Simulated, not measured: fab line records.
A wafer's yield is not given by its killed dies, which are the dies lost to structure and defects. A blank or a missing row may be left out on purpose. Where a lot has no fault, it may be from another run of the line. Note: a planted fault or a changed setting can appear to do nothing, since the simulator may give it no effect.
Problem report in the 8D (eight disciplines) form, filled by code | flow sky130 | the parts of the form that need people (team, actions taken, sign-off) are left out

1. THE PROBLEM
CONTACT_HDPCVD_THK at SKY_CONTACT_THK_MEAS_03 reads a mean of 685 nm on 6 wafers of 2 lots; wafers without a fault read 569 nm with a standard deviation of 7.4. That puts it +16 standard deviations away from the usual mean.
First seen on wafer L710.1, day 32 04:59, on film metro-02. The record holds 33 wafers of 11 lots with a number at this step. Rule for "out", or "out of limits": more than 4 standard deviations from the usual mean. All remaining wafers that have a number are taken as sound.

2. WHAT IT IS, AND WHAT IT ISN'T
question                    | is                           | is not
which readings at this step | CONTACT_HDPCVD_THK           | -
which lots                  | L709, L710                   | L716, L718, L719, L720, L721, L722, L724, L725, L727
which wafers of those lots  | all that have a number       | -
read on which gauges        | film metro-02, film metro-04 | film metro-03
when                        | from day 32 04:59            | up to then (0 sound wafers); but 27 sound wafers of L716, L718, L719, L720, L721, L722, L724, L725, L727 came after

3. THE SUSPECTS, EACH WITH WHAT RULES IT OUT
Counting: a tool at a process step up to the reading stays a suspect if it ran every lot that is out and no sound lot after the first of them.
- the gauge at SKY_CONTACT_THK_MEAS_03 has been ruled out. 2 gauges (film metro-02, film metro-04) read the wafers that are out.
- hdpcvd-02 at SKY_CONTACT_HDPCVD_02 (deposits SiO2, target thk 565 nm, time 94.2 s): ruled out as a lasting fault. Following L710 (day 32 04:55), the first lot on it that is out, the sound lots L719, L722, L724 were run on it.
Left after counting: nothing in the record.

4. THE CAUSE (what the simulator had put in)
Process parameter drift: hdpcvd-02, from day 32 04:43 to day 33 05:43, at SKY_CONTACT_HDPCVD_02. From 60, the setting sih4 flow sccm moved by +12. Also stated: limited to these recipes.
The count ruled it out by mistake, since the rule takes a fault to strike every lot its tool runs from the start of the fault on, and this one did not do so.

5. THE EFFECT CHAIN, in route order
One row per reading whose mean, taken over the struck wafers that have a number, lies over 3 standard deviations from the usual. Scope: only readings with a usual standard deviation given in the record; hours: median across lots of the time from each lot's start at the first step in this table that gives one to its start at this step; sigmas: change in usual standard deviations.
hours | step                    | reading            | usual      | on struck wafers | change | sigmas
0     | SKY_CONTACT_HDPCVD_02   | sih4 flow sccm     | 59.98 sccm | 71.92            | +11.94 | +70
0     | SKY_CONTACT_THK_MEAS_03 | CONTACT_HDPCVD_THK | 569 nm     | 685              | +116   | +16
0     | SKY_CONTACT_CMP_04      | time to endpoint s | 85 s       | 124              | +39    | +8.5
It contains these process steps:
- SKY_CONTACT_HDPCVD_02: deposits SiO2, target thk 565 nm, time 94.2 s.
- SKY_CONTACT_CMP_04: polishes SiO2.
Later steps that measure or inspect, where all struck wafers having a row at the step show a number for every such reading and not one has moved that far: SKY_CONTACT_CD_MEAS_14.

6. WHAT WOULD HAVE CAUGHT IT SOONER
Counted from the fault's start at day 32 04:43, it took 0 hours until the first out-of-limits reading at a measuring or inspecting step in this record, taken at day 32 04:59.
The tool's own readings at SKY_CONTACT_HDPCVD_02 were out on every struck wafer that the step has a row for (sih4 flow sccm): an alarm limit on them would have fired on the first of those.
